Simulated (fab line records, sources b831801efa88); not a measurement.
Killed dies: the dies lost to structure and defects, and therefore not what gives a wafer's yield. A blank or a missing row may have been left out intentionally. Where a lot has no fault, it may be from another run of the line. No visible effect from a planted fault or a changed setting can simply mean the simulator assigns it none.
What tool caused it?    flow sky130    36 wafers from 12 lots sampled at 4 of the route's 708 steps

== WHAT THE GAUGES READ, wafer by wafer ==
SKY_VT_ADJUST_PCH_OVL_MEAS_07.
lot   measured      on          VT_ADJUST_PCH_OVL (nm)
L606  day 10 09:46  overlay-02  -1.3 -0.2 -2.6
L607  day 10 16:19  overlay-02  0.8 1.2 -0.8
L609  day 11 03:49  overlay-02  -1.5 1.5 -1.1
L610  day 11 17:10  overlay-02  -1.4 -1.2 -0.4
L611  day 12 07:27  overlay-02  1.9 2.7 0.8
L620  day 15 01:22  overlay-01  -0.8 0.6 0.5
L622  day 15 18:25  overlay-01  -0.1 -0.7 -1.0
L623  day 15 22:10  overlay-01  0.4 -0.4 -0.1
L625  day 16 11:10  overlay-02  -1.3 -2.9 -3.9
L627  day 17 00:43  overlay-02  0.6 2.4 1.9
L628  day 17 07:57  overlay-01  0.6 -0.4 -0.6
L629  day 17 17:52  overlay-02  -2.5 -0.8 -1.4

SKY_SONOS_TUNNEL_CD_MEAS_07: target cd 410 nm.
lot   measured      on         cd_nm (nm)
L606  day 11 10:02  cd_sem-02  409.5 409.2 411.0
L607  day 11 16:19  cd_sem-01  410.4 409.1 410.0
L609  day 12 04:22  cd_sem-02  409.2 408.6 408.2
L610  day 12 17:43  cd_sem-02  411.5 220.8 220.6
L611  day 13 09:00  cd_sem-02  407.0 408.9 218.4
L620  day 16 05:03  cd_sem-01  409.8 409.1 410.4
L622  day 16 23:03  cd_sem-01  411.9 410.4 411.7
L623  day 17 03:17  cd_sem-01  411.7 410.6 412.5
L625  day 17 14:43  cd_sem-01  411.8 410.6 410.1
L627  day 18 05:23  cd_sem-02  410.3 411.0 409.2
L628  day 18 13:52  cd_sem-02  414.3 412.5 413.5
L629  day 19 00:33  cd_sem-01  411.9 412.5 413.0

SKY_LDD_P_CD_MEAS_07: target cd 380 nm.
lot   measured      on         cd_nm (nm)
L606  day 18 21:14  cd_sem-01  378.2 379.1 377.5
L607  day 19 10:52  cd_sem-01  382.8 381.7 384.7
L609  day 19 23:56  cd_sem-02  380.4 380.8 379.3
L610  day 21 04:13  cd_sem-01  383.9 382.0 383.2
L611  day 21 13:33  cd_sem-01  382.3 382.9 381.9
L620  day 24 11:01  cd_sem-02  376.2 377.8 377.6
L622  day 25 06:50  cd_sem-02  376.8 379.3 378.7
L623  day 25 13:52  cd_sem-01  380.6 380.4 377.2
L625  day 25 22:28  cd_sem-02  376.3 379.0 379.0
L627  day 26 09:26  cd_sem-02  378.3 378.5 379.4
L628  day 27 05:10  cd_sem-01  383.1 383.2 380.4
L629  day 27 08:12  cd_sem-02  380.5 380.0 384.0

== WHAT TOOL EACH LOT RAN ON (gives the tool, then ch and the chambers of the sampled wafers, and finally the start) ==
lot   SKY_SONOS_TUNNEL_DEVELOP_06
L606  litho_track-04 ch 0, day 11 09:53
L607  litho_track-01 ch 0, day 11 16:10
L609  litho_track-02 ch 0, day 12 04:14
L610  litho_track-02 ch 0, day 12 17:35
L611  litho_track-02 ch 0, day 13 08:51
L620  litho_track-02 ch 0, day 16 04:54
L622  litho_track-04 ch 0, day 16 22:55
L623  litho_track-02 ch 0, day 17 03:09
L625  litho_track-02 ch 0, day 17 14:35
L627  litho_track-01 ch 0, day 18 05:14
L628  litho_track-01 ch 0, day 18 13:43
L629  litho_track-02 ch 0, day 19 00:24
- SKY_SONOS_TUNNEL_DEVELOP_06: develop time 60 s.

== AS READ BY THE TOOLS THEMSELVES (means over the sampled wafers that have a number; for cases with no such wafer, the mark the record gives instead) ==
SKY_SONOS_TUNNEL_DEVELOP_06.
lot   tool            developer_temp_C (C)
L606  litho_track-04  23.01
L607  litho_track-01  23.07
L609  litho_track-02  23.00
L610  litho_track-02  22.95
L611  litho_track-02  23.20
L620  litho_track-02  22.95
L622  litho_track-04  22.97
L623  litho_track-02  23.02
L625  litho_track-02  23.05
L627  litho_track-01  22.95
L628  litho_track-01  22.95
L629  litho_track-02  23.03

== THE ANSWER, worked out from the rows above alone ==
Rule: the lots themselves supply what counts as usual. Put in order of their means at a reading, lots are off if they are a third of the lots or fewer, leave a main group of 4 or more, and stand apart from it by a gap of 3 or more times the standard deviation of the main group's means; of several such gaps the widest counts. A main group is skipped when, at the precision printed for the reading in the tables above, its means are all equal. Also off: a lot with no number at a reading for which 4 or more lots have one. The other lots that the step has rows for count as sound. After the gauges, taken in route order, come the tools' own readings; for these a lot's mean is taken, as printed above. The first step at which some lot is off is used, and at that step the reading that is off furthest; a lot without a number counts as furthest.
Off: L610, L611 (SKY_SONOS_TUNNEL_CD_MEAS_07, cd_nm). The main group has a mean of 410.8 nm with a standard deviation of 1.4.
If a tool, at a process step before that reading, ran all the lots that are off and no sound lot after the first of them, it fits. Those tools and the gauges at SKY_SONOS_TUNNEL_CD_MEAS_07 are tried in the same way. Of those tried, none fits.

== WHAT HAD BEEN PUT IN BY THE SIMULATOR ==
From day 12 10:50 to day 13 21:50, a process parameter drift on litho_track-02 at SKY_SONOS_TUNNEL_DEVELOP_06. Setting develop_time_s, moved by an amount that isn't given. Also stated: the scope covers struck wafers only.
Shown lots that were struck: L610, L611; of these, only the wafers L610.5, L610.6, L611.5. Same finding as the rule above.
